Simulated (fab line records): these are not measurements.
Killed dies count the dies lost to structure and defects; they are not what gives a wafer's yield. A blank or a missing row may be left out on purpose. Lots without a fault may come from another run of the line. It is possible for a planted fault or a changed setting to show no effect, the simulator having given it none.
Chamber matching + flow gf180mcu + 4 sister chambers for GF_V2_CMP_04 on cmp-01
The step polishes SiO2. 4 wafers are shown with their chamber, then 12 later ones without.

WAFERS PAIRED WITH THEIR CHAMBERS
| wafer  | chamber | motor-current-A (A) |
|--------|---------|---------------------|
| L088.2 | 3       | 11.7                |
| L088.5 | 2       | 11.2                |
| L091.1 | 0       | 10.1                |
| L091.5 | 1       | 12.5                |

WAFERS WITH NO CHAMBER GIVEN
| wafer  | motor-current-A (A) |
|--------|---------------------|
| L091.2 | 11.3                |
| L091.4 | 11.4                |
| L091.6 | 11.7                |
| L092.2 | 11.4                |
| L092.5 | 12.6                |
| L092.6 | 11.5                |
| L094.2 | 11.1                |
| L094.3 | 11.9                |
| L094.5 | 11.7                |
| L096.3 | 12.0                |
| L096.5 | 12.0                |
| L096.6 | 11.8                |

CHAMBER TAKEN BY EACH
| wafer  | from the rows above     | in truth                   |
|--------|-------------------------|----------------------------|
| L091.2 | can't be placed: 2 or 3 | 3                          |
| L091.4 | can't be placed: 2 or 3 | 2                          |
| L091.6 | 3                       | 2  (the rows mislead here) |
| L092.2 | can't be placed: 2 or 3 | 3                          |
| L092.5 | 1                       | 1                          |
| L092.6 | can't be placed: 3 or 2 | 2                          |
| L094.2 | 2                       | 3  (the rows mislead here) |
| L094.3 | 3                       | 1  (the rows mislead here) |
| L094.5 | 3                       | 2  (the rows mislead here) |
| L096.3 | can't be placed: 3 or 1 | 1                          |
| L096.5 | can't be placed: 3 or 1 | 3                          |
| L096.6 | 3                       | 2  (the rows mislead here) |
Placed correctly: 1 of 12. Unplaceable from these rows: 6, with the true chamber sitting among the candidates in 6. Wrongly placed: 5.
How it was worked out, from the rows above alone: a wafer's distance from a chamber is the root of the sum, over the readings, of the square of ((its reading less the chamber's mean) divided by the reading's scatter). If the next closest chamber is less than 2 further off than the closest, the wafer can't be placed; otherwise it belongs to the closest. A chamber's mean is the mean of its shown wafers. The scatter: with one shown wafer a chamber, the root of the mean of the squares of how far each hidden wafer lies from its nearest shown one.
